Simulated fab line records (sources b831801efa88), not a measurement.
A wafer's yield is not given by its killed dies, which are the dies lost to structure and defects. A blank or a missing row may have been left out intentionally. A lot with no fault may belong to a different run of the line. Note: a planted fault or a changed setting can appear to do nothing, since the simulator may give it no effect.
Problem report in the 8D (eight disciplines) form, filled by code + flow gf180mcu + the parts of the form that need people (team, actions taken, sign-off) are left out

## 1. THE PROBLEM
CONTACT_CVD_00_THK at GF_CONTACT_THK_MEAS_01 reads a mean of 257.1 nm on 3 wafers of 2 lots; wafers without a fault read 299.1 nm with a standard deviation of 2.6. That is -16 standard deviations from the usual mean.
First seen on wafer L296.3, day 17 22:15, on film metro-03. At this step, 36 wafers from 12 lots have a number in the record. Rule for "out", or "out of limits": more than 4 standard deviations from the usual mean. All remaining wafers that have a number are taken as sound.

## 2. WHAT IT IS; WHAT IT IS NOT
| question                    | is                           | is not                                                                                                              |
|-----------------------------|------------------------------|---------------------------------------------------------------------------------------------------------------------|
| which readings at this step | CONTACT_CVD_00_THK           | -                                                                                                                   |
| which lots                  | L296, L298                   | L290, L291, L300, L305, L306, L307, L308, L310, L311, L313                                                          |
| which wafers of those lots  | L296.3, L296.6, L298.3       | L296.1, L298.1, L298.4                                                                                              |
| read on which gauges        | film metro-01, film metro-03 | -                                                                                                                   |
| when                        | from day 17 22:15            | up to then (7 sound wafers); but 26 sound wafers of L298, L300, L305, L306, L307, L308, L310, L311, L313 came after |

## 3. SUSPECTS, AND WHAT RULES EACH OUT
Counting: any tool at a process step up to the reading remains a suspect provided it ran every lot that is out. Sound lots after the first of them don't rule it out here, since some wafers of a struck lot are sound.
- the gauge at GF_CONTACT_THK_MEAS_01: ruled out. The wafers that are out were read on 2 gauges (film metro-01, film metro-03).
- rtp anneal-02 at GF_SALICIDE_RTA_06 (time 30 s): kept. It processed each lot that is out (first: L296, day 17 21:55); up to then, its last sound lot is L291 (day 15 14:27).
- hdpcvd-02 at GF_CONTACT_CVD_00 (deposits SiO2, target thk 300 nm, time 50 s): kept. It processed each lot that is out (first: L296, day 17 22:12); up to then, its last sound lot is L291 (day 15 14:43). Its own readings are out on those wafers: sih4 flow sccm.
- In hdpcvd-02 at GF_CONTACT_CVD_00, the wafers that are out were processed in chamber 0 and their sound lot-mates in chambers 1, 2.
After counting, rtp anneal-02 at GF_SALICIDE_RTA_06 and hdpcvd-02 at GF_CONTACT_CVD_00 remain.

## 4. THE CAUSE (what the simulator had put in)
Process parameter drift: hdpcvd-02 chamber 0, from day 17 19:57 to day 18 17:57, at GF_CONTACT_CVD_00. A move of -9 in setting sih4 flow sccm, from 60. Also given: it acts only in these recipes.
Counting left 2 suspects, and this tool is among them.

## 5. THE EFFECT CHAIN, in route order
One row per reading whose mean, taken over the struck wafers that have a number, lies over 3 standard deviations from the usual. Readings are gone through only where the record gives a usual standard deviation; hours: the median, over the lots, of the time from a lot's start at the first step in this table giving one to that lot's start at this step; sigmas: the change measured in usual standard deviations.
| hours | step                   | reading            | usual      | on struck wafers | change | sigmas |
|-------|------------------------|--------------------|------------|------------------|--------|--------|
| 0     | GF_CONTACT_CVD_00      | sih4 flow sccm     | 60.00 sccm | 50.83            | -9.17  | -51    |
| 0     | GF_CONTACT_THK_MEAS_01 | CONTACT_CVD_00_THK | 299.1 nm   | 257.1            | -42.0  | -16    |
| -     | GF_CONTACT_ETCH_17     | oes product au     | 0.813 a.u. | 0.789            | -0.024 | -4.9   |
Its process steps:
- GF_CONTACT_CVD_00: deposits SiO2, target thk 300 nm, time 50 s.
- GF_CONTACT_ETCH_17: etches SiO2 in C4F8/O2/Ar, stops on CoSi2, target depth 860 nm.

## 6. WHAT WOULD HAVE CAUGHT IT SOONER
The first out-of-limits reading at a measuring or inspecting step in this record came at day 17 22:15, 2 hours after the fault's start at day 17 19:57.
The tool's own readings at GF_CONTACT_CVD_00 were out on every struck wafer that the step has a row for (sih4 flow sccm): an alarm limit on them would have fired on the first of those.
Of the lots that are out (2), L298 began GF_CONTACT_CVD_00 on hdpcvd-02 after day 17 22:15. A hold on the tool at that time would have spared it.
